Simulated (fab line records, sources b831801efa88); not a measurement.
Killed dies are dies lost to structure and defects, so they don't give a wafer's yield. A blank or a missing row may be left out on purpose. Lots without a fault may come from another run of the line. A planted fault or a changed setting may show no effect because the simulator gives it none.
Chamber matching | flow sky130 | SKY_VIA1_ETCH_15 on rie_diel-03: 4 sister chambers
The step etches SiO2 in C4F8/O2/Ar, stops on TiN, target depth 351 nm, time 54 s. 4 wafers are shown with their chamber, then 7 later ones without.

WAFERS WITH THEIR CHAMBER
wafer  | chamber | run_length_s (s)
L589.4 | 2       | 81.9
L602.6 | 0       | 82.7
L605.1 | 3       | 82.4
L605.2 | 1       | 81.9

WAFERS WITHOUT THEIR CHAMBER
wafer  | run_length_s (s)
L605.6 | 82.7
L608.1 | 81.8
L608.2 | 82.4
L608.5 | 82.2
L609.2 | 82.2
L609.3 | 81.7
L609.5 | 81.9

WHICH CHAMBER EACH WENT THROUGH
wafer  | from the rows above          | in truth
L605.6 | 0                            | 0
L608.1 | can't be placed: 1 or 2      | 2
L608.2 | 3                            | 3
L608.5 | can't be placed: 3 or 1 or 2 | 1
L609.2 | can't be placed: 3 or 1 or 2 | 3
L609.3 | can't be placed: 1 or 2      | 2
L609.5 | can't be placed: 1 or 2      | 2
Placed correctly: 2 of 7. Can't be placed from these rows: 5 (the true chamber is among the candidates in 5). Placed wrongly: 0.
How it was worked out, from the rows above alone: a wafer's distance from a chamber is the root of the sum, over the readings, of the square of ((its reading less the chamber's mean) divided by the reading's scatter). The wafer belongs to the nearest chamber; if the next one is less than 2 further off, it can't be placed. A chamber's mean is the mean of its shown wafers. The scatter: with one shown wafer a chamber, the root of the mean of the squares of how far each hidden wafer lies from its nearest shown one.
